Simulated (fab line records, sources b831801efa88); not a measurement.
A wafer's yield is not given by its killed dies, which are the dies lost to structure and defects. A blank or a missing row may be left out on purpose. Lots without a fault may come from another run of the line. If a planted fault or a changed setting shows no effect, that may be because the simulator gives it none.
Split-lot experiment + flow sfqLine + on a route of 325 steps: 5 lots, 23 wafers read

THE SPLIT
At SFQ_TRILAYER_I1_DEP_PECVD_045 (deposits SiO2 from SiH4/N2O, time 111.11 s, target thk 500 nm), the setting timeS was moved away from the recipe's 111.11 s on 10 of the 23 wafers read, by +5.9% to +14.5%. The other wafers ran this setting at the recipe's value.

Reading taken at the split's own step.

THE READING
SiO2_of_TRILAYER_I1_DEP_PECVD_045.thkNm (the simulator's own value, which no gauge read), in nm, at SFQ_TRILAYER_I1_DEP_PECVD_045 (deposits SiO2 from SiH4/N2O, time 111.11 s, target thk 500 nm). The file does not state a usual value for it. Average 496.5 nm, standard deviation 7.1 nm, over the 13 wafers here run with the recipe.

| wafer  | tool, chamber at the split | timeS as run, s | against the recipe | SiO2_of_TRILAYER_I1_DEP_PECVD_045.thkNm, nm | against lot-mates on the recipe |
|--------|----------------------------|-----------------|--------------------|---------------------------------------------|---------------------------------|
| L076.1 | pecvd-02, 0                | 111.11          | recipe             | 491.3                                       | -                               |
| L076.2 | pecvd-02, 2                | 118.1           | +6.3%              | 527.4                                       | +33.7                           |
| L076.3 | pecvd-02, 1                | 111.11          | recipe             | 495.5                                       | -                               |
| L076.4 | pecvd-02, 1                | 111.11          | recipe             | 494.2                                       | -                               |
| L076.6 | pecvd-02, 0                | 118.1           | +6.3%              | 531.5                                       | +37.8                           |
| L078.1 | pecvd-01, 0                | 120.3           | +8.3%              | 537                                         | +44.4                           |
| L078.2 | pecvd-01, 2                | 111.11          | recipe             | 494                                         | -                               |
| L078.4 | pecvd-01, 2                | 120.3           | +8.3%              | 533.4                                       | +40.8                           |
| L078.5 | pecvd-01, 1                | 111.11          | recipe             | 491.3                                       | -                               |
| L078.6 | pecvd-01, 0                | 120.3           | +8.3%              | 552                                         | +59.4                           |
| L079.2 | pecvd-02, 0                | 111.11          | recipe             | 489.6                                       | -                               |
| L079.3 | pecvd-02, 1                | 111.11          | recipe             | 491.7                                       | -                               |
| L079.5 | pecvd-02, 2                | 111.11          | recipe             | 502.4                                       | -                               |
| L080.1 | pecvd-03, 2                | 117.7           | +5.9%              | 530.9                                       | +19.9                           |
| L080.3 | pecvd-03, 1                | 117.7           | +5.9%              | 529.6                                       | +18.6                           |
| L080.4 | pecvd-03, 2                | 111.11          | recipe             | 512.3                                       | -                               |
| L080.5 | pecvd-03, 0                | 117.7           | +5.9%              | 539                                         | +28.0                           |
| L080.6 | pecvd-03, 1                | 111.11          | recipe             | 509.8                                       | -                               |
| L081.1 | pecvd-01, 2                | 111.11          | recipe             | 489                                         | -                               |
| L081.2 | pecvd-01, 0                | 127.2           | +14.5%             | 569.8                                       | +75.5                           |
| L081.4 | pecvd-01, 0                | 111.11          | recipe             | 497.5                                       | -                               |
| L081.5 | pecvd-01, 1                | 127.2           | +14.5%             | 570.4                                       | +76.1                           |
| L081.6 | pecvd-01, 2                | 111.11          | recipe             | 496.4                                       | -                               |

THE FIT
A straight line over all 23 wafers: SiO2_of_TRILAYER_I1_DEP_PECVD_045.thkNm changes by +5.24 nm for each +1% of timeS; r = +0.97; the points scatter about the line by 6.9 nm.
The same after taking each lot's own level away (the mean of its wafers on the recipe; 23 wafers): +5.28 nm for each +1%; r = +0.97; scatter 5.9 nm.
That fit puts the effect of the largest move of timeS on the reading at 76 nm.
Across the lots, their own levels run from 492.65 to 511.05 nm, a range of 2.6 times the standard deviation given above.
Hence the lot-to-lot level has little effect on the slope; both slopes agree.
Check: for one of the wafers moved furthest among these (+14.5%), held out of the fit, the line's prediction against its lot-mates is +76.2 nm. Against them it came out at +75.5 nm.

THE WHOLE CHAIN: every reading that the file lists as answering this split, in the file's order
| step                          | what it does                                                  | reading                                                                                  | change (the file's fit)              | r (the file's) |
|-------------------------------|---------------------------------------------------------------|------------------------------------------------------------------------------------------|--------------------------------------|----------------|
| SFQ_TRILAYER_I1_DEP_PECVD_045 | deposits SiO2 from SiH4/N2O, time 111.11 s, target thk 500 nm | SiO2_of_TRILAYER_I1_DEP_PECVD_045.thkNm (the simulator's own value, which no gauge read) | +5.25 nm for each +1% of the setting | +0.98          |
| SFQ_TRILAYER_I1_CMP_CMP_046   | polishes SiO2                                                 | timeToEndpointS                                                                          | withheld for each +1% of the setting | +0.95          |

FILE'S OWN FIT
SiO2_of_TRILAYER_I1_DEP_PECVD_045.thkNm changes by +5.25 nm for each +1% of timeS, r = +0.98.
